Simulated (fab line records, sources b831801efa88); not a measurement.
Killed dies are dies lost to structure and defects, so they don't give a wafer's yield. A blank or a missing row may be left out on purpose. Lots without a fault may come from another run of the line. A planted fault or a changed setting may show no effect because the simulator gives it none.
fab line records | flow gf180mcu
record lots=6 wafers=18 last_day=34
route steps=602 shown V1@341
lots that met no fault: from a run of the same line without faults
start_h: hours from the record's first day to the start of the lot's first wafer shown | wait_h: hours since the lot's step before | " the same as in the row above | L1.1+2: a row that stands for several wafers | - no value, or no start given | * or withheld: withheld | < > ~ a bound
route shown NAME@n: a module of which the file shows steps, and the number in the route of the first | usual: mean/standard deviation of fault-free wafers | same: alike in all rows | chamber/n: place in a boat | sites: the reading at each site | _std_site: their standard deviation | _edge_site: outer sites' mean less inner sites' | radius_mm: how far each site lies from the wafer's centre | mask NAME#n: copy n | behind: the tool/chamber that last shaped the wafer | hold: why the lot was held/for how many hours/how that ended | device: the transistor (n, p or np) that didn't switch | end of line: the same wafers' tests at the end of the route | a step without rows: its recipe alone | killed: dies lost to structure and defects at the first sort, not the wafer's yield | map: a wafer's dies, x killed, . not, _ none there
set.NAME: the setting as run; set.NAME@STEP: as run at that earlier step | model.NAME: the simulator's own value behind a step, which no gauge read
lots at some steps of the route; a table a step, a row a wafer
services: from which hour (start_h, from the record's first day; less than 0 if before it) a tool's chamber was out of use, for how many hours, and why
## steps
# step GF_V1_DEHYDRATE_06
# recipe temp_c=200 time_s=60
# step GF_V1_HMDS_07
# recipe prime_time_s=60 prime_temp_c=120
# step GF_V1_COAT_08
# recipe resist=BARC temp_c=withheld time_s=withheld spin_rpm=withheld resist_thk_nm=withheld
# step GF_V1_COAT_09
# recipe resist=KrF spin_rpm=withheld resist_thk_nm=1000
# step GF_V1_SOFTBAKE_10
# recipe temp_c=130 time_s=60 resist=KrF
# step GF_V1_EXPOSE_11
# recipe mask_id=Via1 target_cd_nm=260 na=0.68 source_shape=conventional sigma_outer=0.6 dose_mj=38
# step GF_V1_PEB_12
# recipe peb_temp_c=135 peb_time_s=90 resist=KrF
# step GF_V1_DEVELOP_13
# recipe develop_time_s=60 resist=KrF dev_temp_c=21
# step GF_V1_CD_MEAS_14
# recipe target_cd_nm=260
# usual cd_nm=259.8/1.3
# columns lot.wafer tool chamber start_h wait_h cd_nm
L737.1 cd_sem-02 - 415.78 0.1 259.7
L737.2 " - " " 260.1
L737.4 " - " " 259.8
L739.1 cd_sem-01 - 435.76 0.1 259.7
L739.2 " - " " 260.5
L739.6 " - " " 260.5
L743.2 cd_sem-01 - 478.00 0.1 259.8
L743.3 " - " " 260.1
L743.5 " - " " 260.4
L745.2 cd_sem-02 - 489.15 0.1 258.4
L745.3 " - " " 258.4
L745.4 " - " " 259.7
L744.1 cd_sem-02 - 494.01 0.1 259.6
L744.3 " - " " 259.7
L744.4 " - " " 260.8
L758.1 cd_sem-02 - 595.11 0.1 258.6
L758.3 " - " " 257.7
L758.6 " - " " 257.6
# step GF_V1_OVL_MEAS_15
# usual V1_OVL=-1/5.5
# columns lot.wafer tool chamber start_h wait_h V1_OVL[nm]
L737.1 overlay-01 - 415.90 0.1 -4
L737.2 " - " " -1
L737.4 " - " " -7
L739.1 overlay-01 - 435.88 0.1 -2
L739.2 " - " " 3
L739.6 " - " " 1
L743.2 overlay-02 - 478.11 0.1 5
L743.3 " - " " 1
L743.5 " - " " 9
L745.2 overlay-02 - 489.26 0.1 5
L745.3 " - " " 2
L745.4 " - " " 8
L744.1 overlay-02 - 494.13 0.1 4
L744.3 " - " " 10
L744.4 " - " " 5
L758.1 overlay-02 - 595.23 0.1 -2
L758.3 " - " " -7
L758.6 " - " " 1
# step GF_V1_ETCH_16
# recipe chemistry=N2/H2 target_depth_a=withheld overetch_a=withheld time_s=withheld target=BARC ion_energy_ev=200 source_w=500 bias_w=100 pressure_mtorr=30 n2_flow_sccm=100 h2_flow_sccm=200
# usual drypump_motor_current_A=5.8/0.46 oes_product_au=0.854/0.005 throttle_valve_pct=13.226/0.0088
# columns lot.wafer tool chamber start_h wait_h drypump_motor_current_A oes_product_au throttle_valve_pct
L737.1 rie_diel-03 2 415.94 0.0 5.9 0.856 13.207
L737.2 " 0 " " 6.1 0.847 13.228
L737.4 " 3 " " 5.5 0.845 13.238
L739.1 rie_diel-03 2 435.92 0.0 5.9 0.851 13.230
L739.2 " 0 " " 6.1 0.854 13.234
L739.6 " 1 " " 5.9 0.849 13.213
L743.2 rie_diel-01 3 478.14 0.0 5.6 0.865 13.224
L743.3 " 1 " " 6.0 0.850 13.228
L743.5 " 1 " " 5.9 0.844 13.215
L745.2 rie_diel-03 2 489.29 0.0 5.9 0.851 13.228
L745.3 " 0 " " 6.1 0.847 13.216
L745.4 " 1 " " 5.9 0.847 13.223
L744.1 rie_diel-03 1 494.17 0.0 5.9 0.850 13.217
L744.3 " 3 " " 5.5 0.864 13.223
L744.4 " 2 " " 5.9 0.858 13.233
L758.1 rie_diel-04 3 595.27 0.0 6.5 0.858 13.218
L758.3 " 0 " " 5.0 0.852 13.218
L758.6 " 0 " " 5.0 0.867 13.226
# step GF_V1_ETCH_17
# recipe chemistry=C4F8/O2/Ar mask_material=KrF target=SiO2 stop_on=TiN source_w=1500 bias_w=1200 pressure_mtorr=40 c4f8_flow_sccm=withheld O2_flow_sccm=6 Ar_flow_sccm=300 time_s=withheld target_depth_a=6300
# usual oes_product_au=0.855/0.0044
# columns lot.wafer tool chamber start_h wait_h oes_product_au
L737.1 rie_diel-03 2 - - 0.855
L737.2 " 0 " " 0.844
L737.4 " 3 " " 0.859
L739.1 rie_diel-03 2 - - 0.846
L739.2 " 0 " " 0.855
L739.6 " 1 " " 0.859
L743.2 rie_diel-01 3 - - 0.850
L743.3 " 1 " " 0.856
L743.5 " 1 " " 0.851
L745.2 rie_diel-03 2 - - 0.853
L745.3 " 0 " " 0.860
L745.4 " 1 " " 0.854
L744.1 rie_diel-03 1 - - 0.854
L744.3 " 3 " " 0.855
L744.4 " 2 " " 0.851
L758.1 rie_diel-04 3 - - 0.853
L758.3 " 0 " " 0.852
L758.6 " 0 " " 0.857
# step GF_V1_STRIP_18
# recipe chemistry=O2/N2 power_w=1400 pressure_mtorr=1500 platen_temp_c=250 o2_flow_sccm=3000 n2_flow_sccm=300 overash_fraction=0.5
# usual chamber_pressure_mTorr=1499.8/1.2 drypump_motor_current_A=5.65/0.18 heater_power_w=364/34 oes_product_au=0.592/0.0048
# columns lot.wafer tool chamber start_h wait_h chamber_pressure_mTorr drypump_motor_current_A heater_power_w oes_product_au rf_hours_counter_h
L737.1 plasma_asher-03 0 416.07 - 1499.4 5.89 331 0.593 66
L737.2 " 1 " " 1499.4 5.53 377 0.593 66
L737.4 " 1 " " 1499.9 5.49 373 0.589 -
L739.1 plasma_asher-01 0 436.05 - 1499.8 5.91 362 0.593 1
L739.2 " 1 " " 1500.8 5.62 313 0.583 1
L739.6 " 0 " " 1500.3 5.89 354 0.604 -
L743.2 plasma_asher-03 1 478.27 - - - - - -
L743.3 " 1 " " - - - - -
L743.5 " 1 " " - - - - -
L745.2 plasma_asher-03 1 489.42 - - - - - -
L745.3 " 1 " " - - - - -
L745.4 " 0 " " - - - - -
L744.1 plasma_asher-01 0 494.30 - 1497.8 5.91 357 0.585 7
L744.3 " 0 " " 1502.1 5.93 356 0.600 -
L744.4 " 1 " " 1499.8 5.60 307 0.599 -
L758.1 plasma_asher-02 1 595.40 - 1501.1 5.55 432 0.585 40
L758.3 " 1 " " 1502.0 5.57 418 0.594 -
L758.6 " 1 " " 1501.1 5.58 402 0.594 -
# step GF_V1_STRIP_19
# recipe chemistry=post_etch_residue_remover time_s=1200 temp_c=72.5
## services
# columns tool chamber start_h hours kind
plasma_asher-01 - 392.91 0.5 repair
rie_diel-03 1 406.05 5.9 repair
plasma_asher-01 - 421.25 9.0 pm
plasma_asher-01 0 421.25 9.0 vent_cycle
plasma_asher-01 1 421.25 9.0 vent_cycle
plasma_asher-01 0 430.25 - clean
plasma_asher-01 1 430.25 - clean
plasma_asher-03 - 430.28 0.6 repair
rie_diel-01 3 460.03 15.6 repair
rie_diel-03 3 471.06 8.6 repair
rie_diel-03 1 501.32 5.1 repair
rie_diel-01 2 518.48 - clean
rie_diel-01 2 518.48 20.9 scheduled_down
rie_diel-01 2 518.48 20.9 vent_cycle
plasma_asher-02 - 526.74 1.9 repair
rie_diel-03 - 544.86 2.8 pm
rie_diel-03 0 562.73 1.8 repair
rie_diel-04 2 579.40 - clean
rie_diel-04 2 579.40 16.9 scheduled_down
rie_diel-04 2 579.40 16.9 vent_cycle
rie_diel-01 1 587.65 4.0 repair
## key
first_sign step=GF_V1_STRIP_18 reading=tool_record direction=missing
effect none on later readings
met_at GF_V1_STRIP_18
struck_wafers L743.2,L743.3,L743.5,L745.2,L745.3,L745.4
later_rows_left_out L743.2,L743.3,L743.5,L745.2,L745.3,L745.4
sort_left_out L743.2,L743.3,L743.5,L745.2,L745.3,L745.4
onset_between 416.07 478.27
fault kind=skipped_step_whole tool=plasma_asher-03 chamber=- onset_h=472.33 steps=GF_V1_STRIP_18 scope=struck_lots_only
# sort_left_out: the simulated sort isn't trusted on such a fault, so these wafers' sort isn't shown, and their yield isn't known
# later_rows_left_out: the simulator's readings of these wafers behind a module that went badly wrong aren't trusted and aren't shown, but for the sort
